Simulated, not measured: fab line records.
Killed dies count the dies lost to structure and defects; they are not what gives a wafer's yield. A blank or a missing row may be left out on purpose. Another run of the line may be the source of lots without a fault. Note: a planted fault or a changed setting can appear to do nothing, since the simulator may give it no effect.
Comparing a struck lot with a sound one :: flow gf180mcu :: 14 out of 602 route steps
Sound: the wafers L668.2, L668.3, L668.6. Wafers L672.3, L672.4, L672.5 were the ones struck. Last of all comes the cause.
Each step with rows lists, per side, the tool, then ch with its chambers, then its first start. Under that, the readings that differ: sound wafers :: struck wafers :: difference of the means :: sigmas: that difference in standard deviations of wafers without a fault.
alike: same words and numbers on both sides, and readings whose means sit less than 2 such deviations apart. not compared: any withheld reading, any reading some wafer has no value for, any bound like >300 that may hide the same value, and any number with overlapping values for which the record gives no deviation.
A row with sigmas, a row that says differs or no value, or rows on one side alone: a step with any of these is where the two part. Numbers that have no deviation but don't overlap get no sigmas and don't part them. Lack of a reading on every wafer of one side parts them only where that side has two or more wafers.

first, 6 steps without rows for these wafers: GF_M1_HMDS_08 (prime time 60 s); GF_M1_COAT_09 (resist thk 1000 nm); GF_M1_SOFTBAKE_10 (time 60 s); GF_M1_EXPOSE_11 (exposes mask Metal1, target cd 230 nm); GF_M1_PEB_12 (peb time 90 s); GF_M1_DEVELOP_13 (develop time 60 s).
GF_M1_CD_MEAS_14: target cd 230 nm.
  sound: cd sem-02 at day 20 07:59; struck: cd sem-02 at day 21 19:29
  alike: cd nm
GF_M1_OVL_MEAS_15:
  sound: overlay-02 at day 20 08:05; struck: overlay-01 at day 21 19:34
  alike: M1_OVL
GF_M1_METAL_ETCH_16: etches the open film in Cl2/BCl3, stops on SiO2, target depth 627.5 nm, time 104.6 s.
  sound on rie metal-04 ch 0,1, day 20 08:07; struck on rie metal-04 ch 0,1, day 21 19:38
  alike: drypump motor current A, oes product au, throttle valve pct
  not compared: rf hours counter h
GF_M1_STRIP_17: strips in O2/N2.
  sound on plasma asher-04 ch 0,1, day 20 08:14; struck on plasma asher-03 ch 0,1, day 21 19:44
  alike: drypump motor current A, heater power w, oes product au, platen temp c, strip time to endpoint s
  not compared: rf hours counter h
then, 2 steps without rows for these wafers: GF_M1_STRIP_18 (strips in post etch residue remover, time 1200 s); GF_M1_CLEAN_19 (cleans in DIW).
GF_V1_CVD_00: deposits SiO2, target thk 600 nm, time 100 s.
  sound on hdpcvd-02 ch 1,2, day 20 08:46; struck on hdpcvd-02 ch 0,1, day 21 20:20
reading: sih4 flow sccm (sccm)
sound: 60.15 60.10 59.99
struck: 29.64 30.00 29.66
difference: -30.31
sigmas: -99 or more

reading: model.SiO2_of_V1_CVD_00.thk nm (nm)
sound: 590.5 591.7 598.3
struck: 313.5 301.8 310.2
difference: -285.0
sigmas: 
  alike: susceptor temp C
GF_V1_THK_MEAS_01:
  sound: film metro-04 at day 20 08:51; struck: film metro-04 at day 21 20:39
reading: V1_CVD_00_THK (nm)
sound: 590 592 598
struck: 314 302 310
difference: -285
sigmas: -49
  not compared: hold

== WHERE THEY PART ==
Earliest at GF_V1_CVD_00; latest, in this record, at GF_V1_THK_MEAS_01.

WHY: what had been put in by the simulator
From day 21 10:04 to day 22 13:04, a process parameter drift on hdpcvd-02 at GF_V1_CVD_00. From 60, the setting sih4 flow sccm moved by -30. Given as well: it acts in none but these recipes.
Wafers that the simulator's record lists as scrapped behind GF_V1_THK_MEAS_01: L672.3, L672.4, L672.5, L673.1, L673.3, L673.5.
